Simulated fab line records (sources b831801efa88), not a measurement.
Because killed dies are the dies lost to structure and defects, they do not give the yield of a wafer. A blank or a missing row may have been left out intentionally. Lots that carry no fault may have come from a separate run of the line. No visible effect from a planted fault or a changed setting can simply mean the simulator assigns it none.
Which tool did it? || flow gf180mcu || Sampling: 6 lots, 18 wafers, 2 of 602 route steps

WHAT THE GAUGES SHOWED, per wafer
GF_VT_IMPLANT_OVL_MEAS_07.
{"lot": "L318", "measured": "day 5 20:43", "on": "overlay-01", "VT_IMPLANT_OVL (nm)": "0.8 -0.9 0.0"}
{"lot": "L320", "measured": "day 6 09:50", "on": "overlay-01", "VT_IMPLANT_OVL (nm)": "-1.1 -1.7 0.2"}
{"lot": "L324", "measured": "day 7 10:35", "on": "overlay-01", "VT_IMPLANT_OVL (nm)": "-94.9 -96.4 -97.1"}
{"lot": "L328", "measured": "day 8 08:29", "on": "overlay-01", "VT_IMPLANT_OVL (nm)": "-97.5 -98.0 -98.6"}
{"lot": "L332", "measured": "day 9 13:50", "on": "overlay-01", "VT_IMPLANT_OVL (nm)": "1.8 -0.5 -0.6"}
{"lot": "L337", "measured": "day 10 17:45", "on": "overlay-01", "VT_IMPLANT_OVL (nm)": "-0.3 -0.6 -1.0"}

WHICH TOOL RAN EACH LOT (tool, then ch and the chambers of the sampled wafers, then the start)
{"lot": "L318", "GF_VT_IMPLANT_EXPOSE_04": "iline-stepper-01 ch 0, day 5 13:29"}
{"lot": "L320", "GF_VT_IMPLANT_EXPOSE_04": "iline-stepper-02 ch 0, day 6 02:13"}
{"lot": "L324", "GF_VT_IMPLANT_EXPOSE_04": "iline-stepper-02 ch 0, day 7 02:53"}
{"lot": "L328", "GF_VT_IMPLANT_EXPOSE_04": "iline-stepper-02 ch 0, day 8 01:39"}
{"lot": "L332", "GF_VT_IMPLANT_EXPOSE_04": "iline-stepper-01 ch 0, day 9 05:47"}
{"lot": "L337", "GF_VT_IMPLANT_EXPOSE_04": "iline-stepper-01 ch 0, day 10 09:20"}
- GF_VT_IMPLANT_EXPOSE_04: exposes mask LVPWELL LV AREA, target cd 600 nm.

THE ANSWER, worked out from the rows above alone
Rule: what is usual is taken from the lots themselves. The widest of any qualifying gaps counts: lots, ordered by their means at a reading, are off when they make up no more than a third of the lots, leave a main group of 4 or more, and stand apart from it by 3 or more times the standard deviation of that group's means. The tables above print the reading to a certain number of digits; a main group whose means all agree to those digits is not used. Also off: a lot with no number at a reading for which 4 or more lots have one. All remaining lots with rows at the step are treated as sound.
Off: L324, L328, at GF_VT_IMPLANT_OVL_MEAS_07 (VT_IMPLANT_OVL). Mean -0.3 nm and standard deviation 0.44 in the main group.
If a tool, at a process step before that reading, ran all the lots that are off and no sound lot after the first of them, it fits. Those tools and the gauges at GF_VT_IMPLANT_OVL_MEAS_07 are tried in the same way. One fits: GF_VT_IMPLANT_EXPOSE_04 on iline-stepper-02. A fault onset in the window from L320 (day 6 02:13, its last sound lot) to L324 (day 7 02:53, its first lot off) fits.

WHAT THE SIMULATOR PUT IN
Scanner matching overlay: iline-stepper-02, from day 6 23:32 on, at GF_VT_IMPLANT_EXPOSE_04. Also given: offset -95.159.
Lots struck among those shown: L324, L328. This agrees with what the rule above found.
